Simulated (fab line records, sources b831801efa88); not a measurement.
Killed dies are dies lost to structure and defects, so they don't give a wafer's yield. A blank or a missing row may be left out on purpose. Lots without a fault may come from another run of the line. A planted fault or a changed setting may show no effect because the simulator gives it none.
Which tool did it? | flow gf180mcu | 6 lots, 18 wafers sampled, at 3 steps of a route of 602

WHAT THE GAUGES READ, wafer by wafer
GF_VT_IMPLANT_RS_MEAS_46: measures by four-point-probe.
lot  | measured     | on            | MVSD_RS (ohm/sq)
L981 | day 7 22:00  | film_metro-01 | 457.7 456.8 455.9
L985 | day 9 19:31  | film_metro-04 | 547.2 545.1 546.6
L994 | day 11 22:41 | film_metro-03 | 455.6 454.5 455.5
L997 | day 12 16:01 | film_metro-01 | 455.8 456.4 455.7
L999 | day 13 02:25 | film_metro-03 | 458.3 457.5 457.4
L101 | day 13 18:52 | film_metro-04 | 456.1 454.9 456.2

WHICH TOOL RAN EACH LOT (tool, then ch and the chambers of the sampled wafers, then the start)
lot  | GF_MVSD_IMPLANT_09             | GF_VT_IMPLANT_RTA_45
L981 | implanter-04 ch 0, day 4 18:26 | rtp_anneal-01 ch 0, day 7 21:49
L985 | implanter-04 ch 0, day 6 09:11 | rtp_anneal-01 ch 0, day 9 19:25
L994 | implanter-03 ch 0, day 8 04:07 | rtp_anneal-01 ch 0, day 11 22:34
L997 | implanter-04 ch 0, day 8 19:55 | rtp_anneal-01 ch 0, day 12 15:55
L999 | implanter-04 ch 0, day 9 05:53 | rtp_anneal-01 ch 0, day 13 02:15
L101 | implanter-02 ch 0, day 9 19:43 | rtp_anneal-02 ch 0, day 13 18:46
- GF_MVSD_IMPLANT_09
- GF_VT_IMPLANT_RTA_45: time 30 s.

THE ANSWER, worked out from the rows above alone
Rule: what is usual is taken from the lots themselves. Put in order of their means at a reading, lots are off if they are a third of the lots or fewer, leave a main group of 4 or more, and stand apart from it by a gap of 3 or more times the standard deviation of the main group's means; of several such gaps the widest counts. A main group whose means are all the same, to the digits that the tables above print for the reading, isn't used. A lot without any number at a reading at which 4 lots or more have one is off too. The other lots that the step has rows for count as sound.
Off: L985, at GF_VT_IMPLANT_RS_MEAS_46 (MVSD_RS). The main group: mean 456.3 ohm/sq, standard deviation 0.89.
A tool fits if, at a process step before that reading, it ran every lot that is off, and no sound lot after the first of them. The gauges at GF_VT_IMPLANT_RS_MEAS_46 are tried like those tools. None of those tried fits.

WHAT THE SIMULATOR HAD PUT IN
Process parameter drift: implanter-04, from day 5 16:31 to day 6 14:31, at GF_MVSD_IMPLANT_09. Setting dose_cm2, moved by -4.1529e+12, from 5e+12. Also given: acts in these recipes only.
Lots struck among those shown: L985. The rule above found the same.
